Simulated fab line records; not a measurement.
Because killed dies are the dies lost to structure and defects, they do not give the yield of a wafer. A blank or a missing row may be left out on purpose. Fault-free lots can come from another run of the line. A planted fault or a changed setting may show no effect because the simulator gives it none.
2 desks, one fault + flow sky130 + what lay behind the numbers comes last; until then each desk has only its own

== THE METROLOGY DESK ==
Lot by lot, what the gauges showed, no matter which tool ran the lot: averages of those sampled wafers that carry a number. A lot is out of limits, marked OUT, if its mean lies more than 4 standard deviations from the usual mean; the brackets give that distance.
Columns: A = cd_nm at SKY_POLY_GATE_CD_MEAS_22, usual 149.4 nm; B = LDD_P_TW at SKY_LDD_P_TW_MEAS_11, usual 629
| lot  | first seen here | A     | B   |
|------|-----------------|-------|-----|
| L250 | day 16 07:58    | 149.9 | 639 |
| L251 | day 16 23:10    | 151.7 | 630 |
| L252 | day 17 02:58    | 149.9 | 630 |
| L254 | day 18 00:39    | 149.9 | 621 |
| L255 | day 18 08:05    | 151.1 | 636 |
| L257 | day 18 16:02    | 148.9 | 639 |
| L258 | day 19 08:35    | 147.4 | 632 |
| L264 | day 23 00:35    | 148.3 | 634 |
| L263 | day 23 03:32    | 150.4 | 635 |
| L265 | day 23 03:43    | 150.2 | 635 |
| L270 | day 24 00:29    | 149.9 | 626 |
| L271 | day 25 07:53    | 148.8 | 626 |
| L273 | day 25 08:03    | 148.5 | 640 |
This desk found nothing out of limits on any of the 13 lots.

== AT THE TOOL OWNER'S DESK: litho_track-01 ==
The tool's own readings at SKY_LDD_P_DEVELOP_06 (develop time 60 s): means of the sampled wafers that have a number, for each lot that ran on this tool. A lot is out of limits, marked OUT, if its mean lies more than 4 standard deviations from the usual mean; the brackets give that distance.
Columns: A = developer_temp_C at SKY_LDD_P_DEVELOP_06, usual 23.01 C
| lot  | first seen here | A                |
|------|-----------------|------------------|
| L252 | day 19 16:20    | 22.94            |
| L254 | day 20 16:04    | 23.04            |
| L257 | day 21 06:49    | 22.97            |
| L258 | day 21 23:23    | 22.99            |
| L264 | day 25 12:23    | 22.39 (-5.6) OUT |
| L263 | day 25 14:13    | 22.26 (-6.8) OUT |
| L265 | day 25 14:31    | 22.44 (-5.2) OUT |
This desk's verdict: out of limits on L263, L264, L265, starting with L264 at day 25 12:23 (developer_temp_C at SKY_LDD_P_DEVELOP_06). L252, L254, L257, L258: within limits.

== BROUGHT TOGETHER ==
An alarm could have come from the tool owner's desk at day 25 12:23, on L263, L264, L265.
From the metrology desk's view, nothing was out of limits.
The metrology desk holds a record of L263, L264, L265, inside its limits.
Of the lots named, all ran SKY_LDD_P_DEVELOP_06 on litho_track-01.

== WHAT HAD BEEN PUT IN BY THE SIMULATOR ==
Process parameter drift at SKY_LDD_P_DEVELOP_06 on litho_track-01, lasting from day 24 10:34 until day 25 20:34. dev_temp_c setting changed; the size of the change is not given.
Shown lots that were struck: L263, L264, L265.
Delay in hours, fault start to first out-of-limits reading, by desk: the tool owner's desk at 26.
